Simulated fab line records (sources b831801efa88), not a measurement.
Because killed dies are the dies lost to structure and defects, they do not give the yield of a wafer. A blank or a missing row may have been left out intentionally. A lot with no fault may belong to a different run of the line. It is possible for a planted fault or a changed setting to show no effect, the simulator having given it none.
The tool behind it: which one? / flow sky130 / 72 wafers from 24 lots sampled at 6 of the route's 708 steps

== WHAT THE GAUGES SHOWED, per wafer ==
SKY_PWDE_TW_MEAS_10. Usual: PWDE_TW 374, standard deviation 3.1.
lot=L074; measured=day 3 19:38; on=film_metro-04; PWDE_TW=377 379 379; flag=
lot=L075; measured=day 4 00:32; on=film_metro-04; PWDE_TW=377 374 377; flag=
lot=L076; measured=day 4 10:02; on=film_metro-03; PWDE_TW=371 370 372; flag=
lot=L077; measured=day 4 13:35; on=film_metro-04; PWDE_TW=375 375 374; flag=
lot=L078; measured=day 4 19:22; on=film_metro-04; PWDE_TW=375 375 376; flag=
lot=L079; measured=day 5 00:05; on=film_metro-01; PWDE_TW=375 375 377; flag=
lot=L080; measured=day 5 06:22; on=film_metro-01; PWDE_TW=377 376 375; flag=
lot=L081; measured=day 5 12:23; on=film_metro-04; PWDE_TW=378 376 377; flag=
lot=L082; measured=day 5 16:49; on=film_metro-03; PWDE_TW=372 368 370; flag=
lot=L083; measured=day 5 23:44; on=film_metro-03; PWDE_TW=372 369 370; flag=
lot=L084; measured=day 6 01:25; on=film_metro-03; PWDE_TW=373 371 372; flag=
lot=L085; measured=day 6 09:34; on=film_metro-01; PWDE_TW=378 375 375; flag=
lot=L086; measured=day 6 14:58; on=film_metro-03; PWDE_TW=370 371 372; flag=
lot=L087; measured=day 6 21:23; on=film_metro-01; PWDE_TW=375 376 376; flag=
lot=L088; measured=day 7 01:35; on=film_metro-01; PWDE_TW=375 377 377; flag=
lot=L089; measured=day 7 07:05; on=film_metro-04; PWDE_TW=376 374 377; flag=
lot=L090; measured=day 7 15:38; on=film_metro-04; PWDE_TW=376 377 377; flag=
lot=L091; measured=day 8 01:25; on=film_metro-01; PWDE_TW=377 377 378; flag=
lot=L092; measured=day 8 13:41; on=film_metro-04; PWDE_TW=375 377 377; flag=
lot=L093; measured=day 8 13:59; on=film_metro-01; PWDE_TW=376 376 375; flag=
lot=L095; measured=day 8 19:40; on=film_metro-03; PWDE_TW=371 372 369; flag=
lot=L094; measured=day 8 20:02; on=film_metro-03; PWDE_TW=370 371 371; flag=
lot=L096; measured=day 9 01:46; on=film_metro-03; PWDE_TW=367 370 369; flag=
lot=L097; measured=day 9 11:10; on=film_metro-04; PWDE_TW=378 378 377; flag=

SKY_VT_ADJUST_PCH_TW_MEAS_10. Usual: VT_ADJUST_PCH_TW 142.8, standard deviation 0.85.
lot=L074; measured=day 10 06:10; on=film_metro-04; VT_ADJUST_PCH_TW=144.3 143.4 143.4; flag=
lot=L075; measured=day 10 13:08; on=film_metro-04; VT_ADJUST_PCH_TW=143.4 144.1 143.2; flag=
lot=L076; measured=day 11 01:10; on=film_metro-04; VT_ADJUST_PCH_TW=143.3 143.2 144.2; flag=
lot=L077; measured=day 11 05:32; on=film_metro-04; VT_ADJUST_PCH_TW=143.7 143.0 143.3; flag=
lot=L078; measured=day 11 16:11; on=film_metro-02; VT_ADJUST_PCH_TW=141.4 142.6 140.9; flag=
lot=L079; measured=day 11 21:08; on=film_metro-04; VT_ADJUST_PCH_TW=143.2 143.5 143.8; flag=
lot=L080; measured=day 12 03:42; on=film_metro-04; VT_ADJUST_PCH_TW=143.5 143.5 143.0; flag=
lot=L081; measured=day 12 13:26; on=film_metro-04; VT_ADJUST_PCH_TW=143.6 142.7 142.6; flag=
lot=L082; measured=day 12 18:35; on=film_metro-01; VT_ADJUST_PCH_TW=143.4 144.1 143.9; flag=
lot=L083; measured=day 13 08:10; on=film_metro-04; VT_ADJUST_PCH_TW=142.7 143.7 143.2; flag=
lot=L084; measured=day 13 08:29; on=film_metro-04; VT_ADJUST_PCH_TW=143.6 142.6 142.0; flag=
lot=L085; measured=day 13 17:34; on=film_metro-02; VT_ADJUST_PCH_TW=142.0 142.1 142.4; flag=
lot=L086; measured=day 14 04:14; on=film_metro-02; VT_ADJUST_PCH_TW=140.9 141.6 142.1; flag=
lot=L087; measured=day 14 10:47; on=film_metro-02; VT_ADJUST_PCH_TW=142.5 142.3 142.2; flag=
lot=L088; measured=day 14 18:11; on=film_metro-04; VT_ADJUST_PCH_TW=144.2 143.8 144.5; flag=
lot=L089; measured=day 15 03:20; on=film_metro-04; VT_ADJUST_PCH_TW=143.2 143.1 143.2; flag=
lot=L090; measured=day 15 12:13; on=film_metro-04; VT_ADJUST_PCH_TW=143.1 143.2 142.3; flag=
lot=L091; measured=day 16 01:37; on=film_metro-02; VT_ADJUST_PCH_TW=141.4 141.6 141.8; flag=
lot=L092; measured=day 16 17:30; on=film_metro-02; VT_ADJUST_PCH_TW=141.5 142.0 141.9; flag=
lot=L093; measured=day 16 18:15; on=film_metro-02; VT_ADJUST_PCH_TW=141.7 141.1 141.8; flag=
lot=L095; measured=day 17 00:44; on=film_metro-02; VT_ADJUST_PCH_TW=142.9 142.6 142.7; flag=
lot=L094; measured=day 17 03:05; on=film_metro-02; VT_ADJUST_PCH_TW=142.4 142.3 141.9; flag=
lot=L096; measured=day 17 11:25; on=film_metro-01; VT_ADJUST_PCH_TW=143.2 143.1 142.4; flag=
lot=L097; measured=day 17 23:17; on=film_metro-02; VT_ADJUST_PCH_TW=143.3 142.8 143.0; flag=

SKY_SONOS_ONO_CD_MEAS_13: the cd target is 410 nm. Usual: cd_nm 410.0 nm, standard deviation 2.
lot=L074; measured=day 12 11:48; on=cd_sem-01; cd_nm (nm)=409.1 409.3 409.4; flag=
lot=L075; measured=day 12 16:25; on=cd_sem-02; cd_nm (nm)=410.0 413.6 412.4; flag=
lot=L076; measured=day 13 08:26; on=cd_sem-02; cd_nm (nm)=409.1 410.6 410.2; flag=
lot=L077; measured=day 13 11:23; on=cd_sem-02; cd_nm (nm)=409.0 408.3 407.8; flag=
lot=L078; measured=day 14 02:15; on=cd_sem-02; cd_nm (nm)=409.7 412.8 411.7; flag=
lot=L079; measured=day 14 06:09; on=cd_sem-02; cd_nm (nm)=412.5 409.6 410.6; flag=
lot=L080; measured=day 14 13:42; on=cd_sem-01; cd_nm (nm)=405.7 408.6 408.0; flag=
lot=L081; measured=day 15 02:42; on=cd_sem-01; cd_nm (nm)=407.9 409.9 407.1; flag=
lot=L082; measured=day 15 04:44; on=cd_sem-02; cd_nm (nm)=406.7 406.4 408.1; flag=
lot=L083; measured=day 15 18:51; on=cd_sem-01; cd_nm (nm)=412.1 411.3 411.8; flag=
lot=L084; measured=day 15 19:30; on=cd_sem-02; cd_nm (nm)=410.8 410.8 411.6; flag=
lot=L085; measured=day 16 04:30; on=cd_sem-01; cd_nm (nm)=410.1 409.2 408.4; flag=
lot=L086; measured=day 16 18:32; on=cd_sem-02; cd_nm (nm)=409.3 405.8 406.9; flag=
lot=L087; measured=day 16 23:51; on=cd_sem-02; cd_nm (nm)=408.8 411.9 409.3; flag=
lot=L088; measured=day 17 07:16; on=cd_sem-02; cd_nm (nm)=411.8 414.8 414.0; flag=
lot=L089; measured=day 17 16:24; on=cd_sem-02; cd_nm (nm)=409.8 410.5 410.0; flag=
lot=L090; measured=day 18 04:30; on=cd_sem-02; cd_nm (nm)=412.1 412.1 412.1; flag=
lot=L091; measured=day 18 18:44; on=cd_sem-01; cd_nm (nm)=409.8 407.4 409.0; flag=
lot=L092; measured=day 19 10:18; on=cd_sem-01; cd_nm (nm)=409.5 409.7 410.5; flag=
lot=L093; measured=day 19 11:29; on=cd_sem-02; cd_nm (nm)=413.3 408.2 409.7; flag=
lot=L095; measured=day 19 17:15; on=cd_sem-01; cd_nm (nm)=413.7 409.2 411.6; flag=
lot=L094; measured=day 19 22:13; on=cd_sem-01; cd_nm (nm)=410.0 409.9 409.5; flag=
lot=L096; measured=day 20 06:33; on=cd_sem-02; cd_nm (nm)=409.5 408.5 410.5; flag=
lot=L097; measured=day 20 17:30; on=cd_sem-02; cd_nm (nm)=410.9 409.9 409.5; flag=

SKY_GATE_OXIDE_OVL_MEAS_10. Usual: GATE_OXIDE_OVL 0.0 nm, standard deviation 1.3.
lot=L074; measured=day 13 17:17; on=overlay-01; GATE_OXIDE_OVL (nm)=1.3 1.9 2.2; flag=
lot=L075; measured=day 13 22:24; on=overlay-01; GATE_OXIDE_OVL (nm)=0.3 -0.1 -0.9; flag=
lot=L076; measured=day 14 11:58; on=overlay-01; GATE_OXIDE_OVL (nm)=-0.4 -0.6 -0.4; flag=
lot=L077; measured=day 14 14:50; on=overlay-02; GATE_OXIDE_OVL (nm)=-2.1 -0.5 -0.1; flag=
lot=L078; measured=day 15 06:30; on=overlay-02; GATE_OXIDE_OVL (nm)=0.4 0.9 -0.4; flag=
lot=L079; measured=day 15 10:17; on=overlay-01; GATE_OXIDE_OVL (nm)=-0.6 1.2 -1.1; flag=
lot=L080; measured=day 15 21:19; on=overlay-01; GATE_OXIDE_OVL (nm)=1.6 -0.8 1.3; flag=
lot=L081; measured=day 16 07:24; on=overlay-01; GATE_OXIDE_OVL (nm)=2.3 1.2 -0.3; flag=
lot=L082; measured=day 16 10:23; on=overlay-01; GATE_OXIDE_OVL (nm)=0.3 1.0 0.3; flag=
lot=L083; measured=day 17 00:48; on=overlay-01; GATE_OXIDE_OVL (nm)=0.0 -0.4 -1.4; flag=
lot=L084; measured=day 17 01:14; on=overlay-01; GATE_OXIDE_OVL (nm)=1.6 0.0 0.2; flag=
lot=L085; measured=day 17 10:48; on=overlay-01; GATE_OXIDE_OVL (nm)=-2.1 -1.1 -1.1; flag=
lot=L086; measured=day 18 01:50; on=overlay-02; GATE_OXIDE_OVL (nm)=-2.3 -0.5 -2.2; flag=
lot=L087; measured=day 18 06:59; on=overlay-01; GATE_OXIDE_OVL (nm)=2.5 2.3 1.8; flag=
lot=L088; measured=day 18 16:20; on=overlay-02; GATE_OXIDE_OVL (nm)=-2.4 -1.9 -1.1; flag=
lot=L089; measured=day 19 01:20; on=overlay-01; GATE_OXIDE_OVL (nm)=0.5 2.0 0.3; flag=
lot=L090; measured=day 19 13:02; on=overlay-02; GATE_OXIDE_OVL (nm)=-1.9 0.2 -2.0; flag=
lot=L091; measured=day 20 04:03; on=overlay-01; GATE_OXIDE_OVL (nm)=0.0 0.0 -0.5; flag=
lot=L092; measured=day 20 18:50; on=overlay-02; GATE_OXIDE_OVL (nm)=-3.1 -1.1 -1.7; flag=
lot=L093; measured=day 20 19:56; on=overlay-01; GATE_OXIDE_OVL (nm)=0.5 0.1 0.4; flag=
lot=L095; measured=day 21 01:11; on=overlay-02; GATE_OXIDE_OVL (nm)=-1.8 -1.1 -3.1; flag=
lot=L094; measured=day 21 06:44; on=overlay-02; GATE_OXIDE_OVL (nm)=0.0 1.5 -0.1; flag=
lot=L096; measured=day 21 14:44; on=overlay-01; GATE_OXIDE_OVL (nm)=0.8 0.3 -0.5; flag=
lot=L097; measured=day 22 01:39; on=overlay-01; GATE_OXIDE_OVL (nm)=1.7 2.3 2.2; flag=

SKY_LDD_P_OVL_MEAS_08. Usual: LDD_P_OVL -0.1 nm, standard deviation 1.3.
lot=L074; measured=day 18 17:34; on=overlay-01; LDD_P_OVL (nm)=0.7 0.2 0.3; flag=
lot=L075; measured=day 18 23:15; on=overlay-02; LDD_P_OVL (nm)=0.0 -0.3 -2.4; flag=
lot=L076; measured=day 19 18:25; on=overlay-02; LDD_P_OVL (nm)=-2.7 -3.7 -3.1; flag=
lot=L077; measured=day 19 23:09; on=overlay-02; LDD_P_OVL (nm)=-0.2 1.7 0.8; flag=
lot=L078; measured=day 20 16:54; on=overlay-01; LDD_P_OVL (nm)=-0.5 0.0 0.7; flag=
lot=L079; measured=day 20 20:21; on=overlay-02; LDD_P_OVL (nm)=0.6 1.7 0.8; flag=
lot=L080; measured=day 21 07:50; on=overlay-02; LDD_P_OVL (nm)=0.9 0.9 1.9; flag=
lot=L081; measured=day 21 16:06; on=overlay-02; LDD_P_OVL (nm)=-1.5 -2.2 -2.4; flag=
lot=L082; measured=day 21 22:10; on=overlay-02; LDD_P_OVL (nm)=-1.1 -0.8 -0.6; flag=
lot=L083; measured=day 22 12:15; on=overlay-01; LDD_P_OVL (nm)=1.4 1.7 0.9; flag=
lot=L084; measured=day 22 13:30; on=overlay-01; LDD_P_OVL (nm)=1.1 0.8 1.3; flag=
lot=L085; measured=day 23 00:41; on=overlay-02; LDD_P_OVL (nm)=0.9 0.3 0.9; flag=
lot=L086; measured=day 23 12:42; on=overlay-01; LDD_P_OVL (nm)=-1.2 -0.3 -0.2; flag=
lot=L087; measured=day 23 18:42; on=overlay-02; LDD_P_OVL (nm)=-0.3 -0.4 0.6; flag=
lot=L088; measured=day 24 01:40; on=overlay-02; LDD_P_OVL (nm)=-0.1 -0.6 -0.2; flag=
lot=L089; measured=day 24 13:09; on=overlay-01; LDD_P_OVL (nm)=-0.5 1.8 0.8; flag=
lot=L090; measured=day 24 23:07; on=overlay-01; LDD_P_OVL (nm)=0.8 2.7 1.5; flag=
lot=L091; measured=day 25 12:17; on=overlay-02; LDD_P_OVL (nm)=-0.6 -1.2 -1.3; flag=
lot=L092; measured=day 26 05:05; on=overlay-02; LDD_P_OVL (nm)=-0.5 -1.4 -2.6; flag=
lot=L093; measured=day 26 03:39; on=overlay-01; LDD_P_OVL (nm)=0.0 0.6 -0.2; flag=
lot=L095; measured=day 26 08:58; on=overlay-02; LDD_P_OVL (nm)=-0.4 -0.9 -0.2; flag=
lot=L094; measured=day 26 15:44; on=overlay-02; LDD_P_OVL (nm)=-1.2 -1.4 -1.1; flag=
lot=L096; measured=day 26 20:54; on=overlay-02; LDD_P_OVL (nm)=-1.2 -0.5 -1.1; flag=
lot=L097; measured=day 27 09:09; on=overlay-02; LDD_P_OVL (nm)=-2.0 -1.6 -2.4; flag=

== WHICH TOOL RAN EACH LOT (tool, then ch and the chambers of the sampled wafers, then the start) ==
lot=L074; SKY_POLY_GATE_ETCH_15=rie_diel-03 ch 0,1,3, day 16 04:38
lot=L075; SKY_POLY_GATE_ETCH_15=rie_diel-02 ch 0,2, day 16 09:39
lot=L076; SKY_POLY_GATE_ETCH_15=rie_diel-02 ch 2,3, day 17 01:05
lot=L077; SKY_POLY_GATE_ETCH_15=rie_diel-01 ch 1,2, day 17 06:16
lot=L078; SKY_POLY_GATE_ETCH_15=rie_diel-01 ch 1,2, day 17 23:17
lot=L079; SKY_POLY_GATE_ETCH_15=rie_diel-03 ch 1,2,3, day 18 04:40
lot=L080; SKY_POLY_GATE_ETCH_15=rie_diel-01 ch 0,1,2, day 18 14:11
lot=L081; SKY_POLY_GATE_ETCH_15=rie_diel-01 ch 0,2,3, day 18 22:47
lot=L082; SKY_POLY_GATE_ETCH_15=rie_diel-01 ch 0,1,2, day 19 05:13
lot=L083; SKY_POLY_GATE_ETCH_15=rie_diel-01 ch 0,1, day 19 19:35
lot=L084; SKY_POLY_GATE_ETCH_15=rie_diel-02 ch 0,1,2, day 19 20:23
lot=L085; SKY_POLY_GATE_ETCH_15=rie_diel-03 ch 0,3, day 20 06:53
lot=L086; SKY_POLY_GATE_ETCH_15=rie_diel-03 ch 0,1,3, day 20 21:02
lot=L087; SKY_POLY_GATE_ETCH_15=rie_diel-01 ch 1,3, day 21 03:34
lot=L088; SKY_POLY_GATE_ETCH_15=rie_diel-01 ch 2,3, day 21 10:29
lot=L089; SKY_POLY_GATE_ETCH_15=rie_diel-02 ch 0,2, day 21 20:46
lot=L090; SKY_POLY_GATE_ETCH_15=rie_diel-03 ch 0,1,2, day 22 07:13
lot=L091; SKY_POLY_GATE_ETCH_15=rie_diel-01 ch 0,2,3, day 22 21:58
lot=L092; SKY_POLY_GATE_ETCH_15=rie_diel-01 ch 1,2, day 23 14:05
lot=L093; SKY_POLY_GATE_ETCH_15=rie_diel-03 ch 0,2,3, day 23 14:26
lot=L095; SKY_POLY_GATE_ETCH_15=rie_diel-02 ch 0,2,3, day 23 19:05
lot=L094; SKY_POLY_GATE_ETCH_15=rie_diel-03 ch 1,2,3, day 24 00:50
lot=L096; SKY_POLY_GATE_ETCH_15=rie_diel-03 ch 1,2, day 24 07:44
lot=L097; SKY_POLY_GATE_ETCH_15=rie_diel-03 ch 1,3, day 24 19:35
- SKY_POLY_GATE_ETCH_15: etches BARC in N2/H2, stops on SiO2, time 118.5 s, target depth 110 nm.

== AS READ BY THE TOOLS THEMSELVES (means over the sampled wafers that have a number; for cases with no such wafer, the mark the record gives instead) ==
SKY_POLY_GATE_ETCH_15. Usual: bias_w 100.02 W, standard deviation 0.28; chamber_pressure_mTorr 30.001 mTorr, standard deviation 0.028; drypump_motor_current_A 5.98 A, standard deviation 0.28; oes_product_au 0.716 a.u., standard deviation 0.0045; throttle_valve_pct 13.213 %, standard deviation 0.0084.
lot=L074; tool=rie_diel-03; bias_w (W)=99.88; chamber_pressure_mTorr (mTorr)=30.014; drypump_motor_current_A (A)=6.01; oes_product_au (a.u.)=0.714; throttle_valve_pct (%)=13.214; flag=
lot=L075; tool=rie_diel-02; bias_w (W)=99.98; chamber_pressure_mTorr (mTorr)=30.031; drypump_motor_current_A (A)=5.78; oes_product_au (a.u.)=0.716; throttle_valve_pct (%)=13.214; flag=
lot=L076; tool=rie_diel-02; bias_w (W)=100.10; chamber_pressure_mTorr (mTorr)=30.013; drypump_motor_current_A (A)=6.05; oes_product_au (a.u.)=0.715; throttle_valve_pct (%)=13.203; flag=
lot=L077; tool=rie_diel-01; bias_w (W)=99.86; chamber_pressure_mTorr (mTorr)=30.001; drypump_motor_current_A (A)=5.76; oes_product_au (a.u.)=0.716; throttle_valve_pct (%)=13.212; flag=
lot=L078; tool=rie_diel-01; bias_w (W)=100.11; chamber_pressure_mTorr (mTorr)=30.036; drypump_motor_current_A (A)=5.96; oes_product_au (a.u.)=0.712; throttle_valve_pct (%)=13.209; flag=
lot=L079; tool=rie_diel-03; bias_w (W)=100.13; chamber_pressure_mTorr (mTorr)=30.010; drypump_motor_current_A (A)=6.18; oes_product_au (a.u.)=0.717; throttle_valve_pct (%)=13.219; flag=
lot=L080; tool=rie_diel-01; bias_w (W)=99.93; chamber_pressure_mTorr (mTorr)=29.981; drypump_motor_current_A (A)=5.80; oes_product_au (a.u.)=0.717; throttle_valve_pct (%)=13.206; flag=
lot=L081; tool=rie_diel-01; bias_w (W)=100.27; chamber_pressure_mTorr (mTorr)=30.034; drypump_motor_current_A (A)=5.84; oes_product_au (a.u.)=0.716; throttle_valve_pct (%)=13.221; flag=
lot=L082; tool=rie_diel-01; bias_w (W)=100.00; chamber_pressure_mTorr (mTorr)=30.011; drypump_motor_current_A (A)=5.80; oes_product_au (a.u.)=0.714; throttle_valve_pct (%)=13.212; flag=
lot=L083; tool=rie_diel-01; bias_w (W)=100.11; chamber_pressure_mTorr (mTorr)=29.993; drypump_motor_current_A (A)=6.00; oes_product_au (a.u.)=0.718; throttle_valve_pct (%)=13.220; flag=
lot=L084; tool=rie_diel-02; bias_w (W)=99.76; chamber_pressure_mTorr (mTorr)=30.010; drypump_motor_current_A (A)=5.78; oes_product_au (a.u.)=0.714; throttle_valve_pct (%)=13.218; flag=
lot=L085; tool=rie_diel-03; bias_w (W)=99.87; chamber_pressure_mTorr (mTorr)=29.982; drypump_motor_current_A (A)=5.92; oes_product_au (a.u.)=0.721; throttle_valve_pct (%)=13.217; flag=
lot=L086; tool=rie_diel-03; bias_w (W)=100.30; chamber_pressure_mTorr (mTorr)=30.009; drypump_motor_current_A (A)=6.04; oes_product_au (a.u.)=0.714; throttle_valve_pct (%)=13.218; flag=
lot=L087; tool=rie_diel-01; bias_w (W)=99.73; chamber_pressure_mTorr (mTorr)=29.966; drypump_motor_current_A (A)=6.21; oes_product_au (a.u.)=0.717; throttle_valve_pct (%)=13.225; flag=
lot=L088; tool=rie_diel-01; bias_w (W)=100.13; chamber_pressure_mTorr (mTorr)=29.979; drypump_motor_current_A (A)=5.80; oes_product_au (a.u.)=0.711; throttle_valve_pct (%)=13.213; flag=
lot=L089; tool=rie_diel-02; bias_w (W)=99.92; chamber_pressure_mTorr (mTorr)=29.990; drypump_motor_current_A (A)=5.74; oes_product_au (a.u.)=0.717; throttle_valve_pct (%)=13.206; flag=
lot=L090; tool=rie_diel-03; bias_w (W)=99.88; chamber_pressure_mTorr (mTorr)=29.980; drypump_motor_current_A (A)=6.14; oes_product_au (a.u.)=0.717; throttle_valve_pct (%)=13.206; flag=
lot=L091; tool=rie_diel-01; bias_w (W)=100.34; chamber_pressure_mTorr (mTorr)=29.984; drypump_motor_current_A (A)=5.83; oes_product_au (a.u.)=0.717; throttle_valve_pct (%)=13.210; flag=
lot=L092; tool=rie_diel-01; bias_w (W)=100.17; chamber_pressure_mTorr (mTorr)=29.987; drypump_motor_current_A (A)=5.80; oes_product_au (a.u.)=0.714; throttle_valve_pct (%)=13.209; flag=
lot=L093; tool=rie_diel-03; bias_w (W)=100.17; chamber_pressure_mTorr (mTorr)=30.000; drypump_motor_current_A (A)=6.09; oes_product_au (a.u.)=0.713; throttle_valve_pct (%)=13.211; flag=
lot=L095; tool=rie_diel-02; bias_w (W)=100.24; chamber_pressure_mTorr (mTorr)=29.988; drypump_motor_current_A (A)=6.03; oes_product_au (a.u.)=0.719; throttle_valve_pct (%)=13.223; flag=
lot=L094; tool=rie_diel-03; bias_w (W)=99.77; chamber_pressure_mTorr (mTorr)=29.996; drypump_motor_current_A (A)=6.20; oes_product_au (a.u.)=0.710; throttle_valve_pct (%)=13.208; flag=
lot=L096; tool=rie_diel-03; bias_w (W)=99.92; chamber_pressure_mTorr (mTorr)=30.000; drypump_motor_current_A (A)=6.25; oes_product_au (a.u.)=0.716; throttle_valve_pct (%)=13.219; flag=
lot=L097; tool=rie_diel-03; bias_w (W)=100.00; chamber_pressure_mTorr (mTorr)=30.020; drypump_motor_current_A (A)=6.06; oes_product_au (a.u.)=0.723; throttle_valve_pct (%)=13.214; flag=

== THE ANSWER, worked out from the rows above alone ==
Rule: lot off if the mean of its wafers having a number is beyond 3 standard deviations from the usual mean. A lot without any number at a reading at which 4 lots or more have one is off too. The other lots that the step has rows for count as sound. Order of review: gauges by route order, followed by the tools' own readings, for which a lot's mean as printed above is used. The first step at which some lot is off is used, and at that step the reading that is off furthest; a lot without a number counts as furthest.
No lot is off on any of the readings shown, so nothing can be concluded from this.

== WHAT HAD BEEN PUT IN BY THE SIMULATOR ==
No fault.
